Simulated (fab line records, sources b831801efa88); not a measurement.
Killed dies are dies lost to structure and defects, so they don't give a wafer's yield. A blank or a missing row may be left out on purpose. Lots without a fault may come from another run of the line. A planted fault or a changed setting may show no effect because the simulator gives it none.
Which tool did it? | flow gf180mcu | 11 lots, 33 wafers sampled, at 6 steps of a route of 602

WHAT THE GAUGES READ, wafer by wafer
GF_M3_THK_MEAS_06: measures by xrf. Usual: M3_ALCU_THK 454 nm, standard deviation 6.1.
lot  | measured     | on            | M3_ALCU_THK (nm) | flag
L349 | day 21 07:43 | film_metro-01 | 451 459 454      |
L352 | day 22 02:50 | film_metro-01 | 445 452 456      |
L353 | day 22 09:50 | film_metro-03 | 464 450 457      |
L355 | day 23 13:35 | film_metro-01 | 448 456 458      |
L362 | day 25 10:21 | film_metro-01 | 462 467 464      |
L365 | day 26 09:41 | film_metro-01 | 456 448 453      |
L366 | day 26 18:14 | film_metro-02 | 452 438 453      |
L367 | day 27 01:27 | film_metro-03 | 454 458 451      |
L369 | day 27 10:46 | film_metro-02 | 453 455 444      |
L370 | day 27 15:49 | film_metro-02 | 452 460 454      |
L371 | day 27 21:58 | film_metro-03 | 450 453 453      |

GF_V3_BOW_MEAS_05. Usual: V3_BOW 119 um, standard deviation 8.7.
lot  | measured     | on            | V3_BOW (um) | flag
L349 | day 22 08:46 | film_metro-04 | 99 119 110  |
L352 | day 23 03:43 | film_metro-04 | 120 127 106 |
L353 | day 23 10:40 | film_metro-01 | 135 132 130 |
L355 | day 24 12:56 | film_metro-01 | 127 124 130 |
L362 | day 26 08:31 | film_metro-04 | 116 122 125 |
L365 | day 27 07:08 | film_metro-02 | 114 110 107 |
L366 | day 27 15:47 | film_metro-01 | 130 127 135 |
L367 | day 27 22:40 | film_metro-01 | 120 113 122 |
L369 | day 28 07:11 | film_metro-01 | 129 130 119 |
L370 | day 28 12:35 | film_metro-01 | 111 106 121 |
L371 | day 28 18:52 | film_metro-02 | 121 115 121 |

GF_V3_RS_MEAS_24: measures by four-point-probe. Usual: V3_W_RS 0.327 ohm/sq, standard deviation 0.0062.
lot  | measured     | on            | V3_W_RS (ohm/sq)  | flag
L349 | day 23 08:07 | film_metro-01 | 0.322 0.320 0.320 |
L352 | day 24 03:28 | film_metro-01 | 0.330 0.338 0.334 |
L353 | day 24 09:41 | film_metro-01 | 0.583 0.321 0.323 | OFF
L355 | day 25 12:00 | film_metro-04 | 0.578 0.317 0.322 | OFF
L362 | day 27 06:29 | film_metro-01 | 0.323 0.335 0.327 |
L365 | day 28 03:43 | film_metro-01 | 0.338 0.325 0.334 |
L366 | day 28 13:05 | film_metro-01 | 0.317 0.323 0.319 |
L367 | day 28 18:43 | film_metro-01 | 0.323 0.324 0.323 |
L369 | day 29 03:29 | film_metro-01 | 0.326 0.342 0.333 |
L370 | day 29 08:53 | film_metro-04 | 0.326 0.335 0.327 |
L371 | day 29 15:17 | film_metro-02 | 0.314 0.322 0.317 |

GF_V3_THK_MEAS_25: measures by xrf. Usual: V3_W_THK 351 nm, standard deviation 8.5.
lot  | measured     | on            | V3_W_THK (nm) | flag
L349 | day 23 08:13 | film_metro-01 | 357 360 361   |
L352 | day 24 03:35 | film_metro-01 | 346 338 342   |
L353 | day 24 09:47 | film_metro-01 | 197 356 356   | OFF
L355 | day 25 12:07 | film_metro-04 | 200 368 360   | OFF
L362 | day 27 06:37 | film_metro-01 | 353 338 350   |
L365 | day 28 03:50 | film_metro-01 | 335 351 341   |
L366 | day 28 13:12 | film_metro-01 | 356 351 355   |
L367 | day 28 18:50 | film_metro-01 | 352 350 349   |
L369 | day 29 03:35 | film_metro-01 | 351 334 346   |
L370 | day 29 08:59 | film_metro-04 | 355 344 353   |
L371 | day 29 15:23 | film_metro-02 | 374 364 368   |

WHICH TOOL RAN EACH LOT (tool, then ch and the chambers of the sampled wafers, then the start)
lot  | GF_M3_SPUTTER_01             | GF_V3_CVD_23
L349 | pvd_sputter-01, day 21 07:28 | cvd_w-01 ch 0,1, day 23 07:59
L352 | pvd_sputter-01, day 22 02:35 | cvd_w-02 ch 0,1, day 24 03:20
L353 | pvd_sputter-01, day 22 09:34 | cvd_w-01 ch 0,1, day 24 09:34
L355 | pvd_sputter-01, day 23 13:20 | cvd_w-01 ch 0,1, day 25 11:53
L362 | pvd_sputter-03, day 25 10:07 | cvd_w-02 ch 0,1, day 27 06:23
L365 | pvd_sputter-01, day 26 09:26 | cvd_w-02 ch 0,1, day 28 03:35
L366 | pvd_sputter-04, day 26 17:59 | cvd_w-01 ch 0, day 28 12:51
L367 | pvd_sputter-01, day 27 01:13 | cvd_w-01 ch 0, day 28 18:29
L369 | pvd_sputter-01, day 27 10:30 | cvd_w-02 ch 0,1, day 29 03:22
L370 | pvd_sputter-01, day 27 15:34 | cvd_w-02 ch 0,1, day 29 08:44
L371 | pvd_sputter-01, day 27 21:42 | cvd_w-01 ch 0,1, day 29 15:10
- GF_M3_SPUTTER_01: material TiN, target thk 30 nm, time 25 s.
- GF_V3_CVD_23: deposits W, target thk 350 nm, time 104.9 s.

WHAT THE TOOLS THEMSELVES READ (means of the sampled wafers that have a number; where no wafer has one, the mark that the record gives instead)
GF_M3_SPUTTER_01. Usual: chamber_pressure_pa 0.4001 Pa, standard deviation 0.00076; throttle_valve_pct 29.8 %, standard deviation 1.2.
lot  | tool           | chamber_pressure_pa (Pa) | throttle_valve_pct (%) | flag
L349 | pvd_sputter-01 | 0.3999                   | 29.8                   |
L352 | pvd_sputter-01 | 0.4009                   | 30.2                   |
L353 | pvd_sputter-01 | 0.3994                   | 29.8                   |
L355 | pvd_sputter-01 | 0.4004                   | 29.0                   |
L362 | pvd_sputter-03 | 0.3998                   | 30.2                   |
L365 | pvd_sputter-01 | 0.4011                   | 30.9                   |
L366 | pvd_sputter-04 | 0.4000                   | 30.6                   |
L367 | pvd_sputter-01 | 0.3999                   | 29.9                   |
L369 | pvd_sputter-01 | 0.4001                   | 30.2                   |
L370 | pvd_sputter-01 | 0.4002                   | 30.3                   |
L371 | pvd_sputter-01 | 0.4004                   | 30.0                   |

GF_V3_CVD_23. Usual: heater_power_outer_w 545 W, standard deviation 33; heater_power_w 870 W, standard deviation 47.
lot  | tool     | heater_power_outer_w (W) | heater_power_w (W) | flag
L349 | cvd_w-01 | 513                      | 802                |
L352 | cvd_w-02 | 547                      | 894                |
L353 | cvd_w-01 | 537                      | 840                |
L355 | cvd_w-01 | 544                      | 848                |
L362 | cvd_w-02 | 545                      | 877                |
L365 | cvd_w-02 | 558                      | 903                |
L366 | cvd_w-01 | 567                      | 865                |
L367 | cvd_w-01 | 578                      | 873                |
L369 | cvd_w-02 | 554                      | 888                |
L370 | cvd_w-02 | 542                      | 896                |
L371 | cvd_w-01 | 543                      | 850                |

THE ANSWER, worked out from the rows above alone
Rule: a lot is off if the mean of its wafers that have a number lies more than 3 standard deviations from the usual mean. A lot without any number at a reading at which 4 lots or more have one is off too. The other lots that the step has rows for count as sound. The gauges are gone through in route order, then the tools' own readings, and for those a lot's mean is taken as printed above. The first step at which some lot is off is used, and at that step the reading that is off furthest; a lot without a number counts as furthest.
Off: L353, L355, at GF_V3_RS_MEAS_24 (V3_W_RS).
A tool fits if, at a process step before that reading, it ran every lot that is off, and no sound lot after the first of them. The gauges at GF_V3_RS_MEAS_24 are tried like those tools. None of those tried fits.

WHAT THE SIMULATOR HAD PUT IN
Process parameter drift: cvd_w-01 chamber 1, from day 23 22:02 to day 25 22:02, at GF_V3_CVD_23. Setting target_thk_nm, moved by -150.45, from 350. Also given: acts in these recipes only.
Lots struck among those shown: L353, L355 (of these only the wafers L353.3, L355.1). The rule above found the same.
